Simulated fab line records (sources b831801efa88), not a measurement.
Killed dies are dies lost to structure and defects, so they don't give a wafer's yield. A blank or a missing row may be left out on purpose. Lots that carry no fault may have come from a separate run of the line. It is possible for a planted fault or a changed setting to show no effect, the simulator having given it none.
Split-lot study	flow sfq line	5 lots, 23 wafers read, on a route of 325 steps

== SPLIT DETAILS ==
At SFQ_TRILAYER_I2_VIA_LITHO_COAT_072 (resist thk 62 nm), the setting spin rpm was moved away from the recipe's 3000 rpm on 5 of the 23 wafers read, by -6.3% to -4.7%. The other wafers ran this setting at the recipe's value.

Reading taken at the split's own step.

== THE READING ==
BARC_of_TRILAYER_I2_VIA_LITHO_COAT_072.thk nm (the simulator's own value, which no gauge read), in nm, at SFQ_TRILAYER_I2_VIA_LITHO_COAT_072 (resist thk 62 nm). No usual value for it is given in the file. Across the 18 wafers here that went through the recipe, the average is 62.05 nm and the standard deviation 0.17 nm.

wafer	tool, chamber at the split	spin rpm as run, rpm	against the recipe	BARC_of_TRILAYER_I2_VIA_LITHO_COAT_072.thk nm, nm	against lot-mates on the recipe
L076.1	litho track-01, 0	3000	recipe	62.05	-
L076.2	litho track-01, 0	3000	recipe	62.13	-
L076.3	litho track-01, 0	3000	recipe	62.16	-
L076.4	litho track-01, 0	3000	recipe	62.24	-
L076.5	litho track-01, 0	3000	recipe	62.15	-
L079.1	litho track-03, 0	3000	recipe	61.9	-
L079.2	litho track-03, 0	2810	-6.3%	64.12	+2.23
L079.4	litho track-03, 0	2810	-6.3%	63.97	+2.08
L079.5	litho track-03, 0	3000	recipe	61.99	-
L079.6	litho track-03, 0	3000	recipe	61.77	-
L080.1	litho track-03, 0	3000	recipe	62.22	-
L080.2	litho track-03, 0	3000	recipe	62.12	-
L080.3	litho track-03, 0	3000	recipe	62.36	-
L080.4	litho track-03, 0	3000	recipe	62.15	-
L080.6	litho track-03, 0	3000	recipe	62.15	-
L083.1	litho track-03, 0	3000	recipe	62.02	-
L083.5	litho track-03, 0	3000	recipe	61.81	-
L083.6	litho track-03, 0	3000	recipe	61.67	-
L085.2	litho track-01, 0	2859	-4.7%	63.6	+1.62
L085.3	litho track-01, 0	2859	-4.7%	63.44	+1.46
L085.4	litho track-01, 0	3000	recipe	62	-
L085.5	litho track-01, 0	3000	recipe	61.96	-
L085.6	litho track-01, 0	2859	-4.7%	63.36	+1.38

THE FIT
A straight line over all 23 wafers: BARC_of_TRILAYER_I2_VIA_LITHO_COAT_072.thk nm changes by -0.31 nm for each +1% of spin rpm; r = -0.97; the points scatter about the line by 0.17 nm.
The same after taking each lot's own level away (the mean of its wafers on the recipe; 23 wafers): -0.33 nm for each +1%; r = -0.99; scatter 0.099 nm.
Per that fit: largest spin rpm move, reading shift of 2.1 nm.
Across the lots, their own levels run from 61.833 to 62.200 nm, a range of 2.1 times the standard deviation given above.
The two slopes are in agreement: the lot-to-lot level therefore moves the slope only a little.
Check: for one of the wafers moved furthest among these (-6.3%), held out of the fit, the line's prediction against its lot-mates is +2.03 nm. Against them it came out at +2.23 nm.

== THESE WAFERS: OTHER SPLITS ==
Other splits were also applied to these wafers ahead of the reading. Each is held against what the fit with the lots' levels taken away leaves over:
other split on the same wafers	wafers away from the commonest value	r with BARC_of_TRILAYER_I2_VIA_LITHO_COAT_072.thk nm (lot level and that fit taken away)
SFQ_TRILAYER_M1_LITHO_COAT_044 resist thk nm	11	+0.15
SFQ_TRILAYER_I1_DEP_PECVD_045 time s	6	-0.40
SFQ_TRILAYER_I1_VIA_LITHO_EXPOSE_050 dose mj	5	+0.01
SFQ_TRILAYER_M2_DEP_SPUTTER_055 power w	8	-0.10
SFQ_TRILAYER_M2_LITHO_COAT_062 spin rpm	4	+0.27
SFQ_TRILAYER_M2_ETCH_METAL_ETCH_060 time s	7	-0.01

== FILE'S OWN FIT ==
BARC_of_TRILAYER_I2_VIA_LITHO_COAT_072.thk nm changes by -0.332 nm for each +1% of spin rpm, r = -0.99.
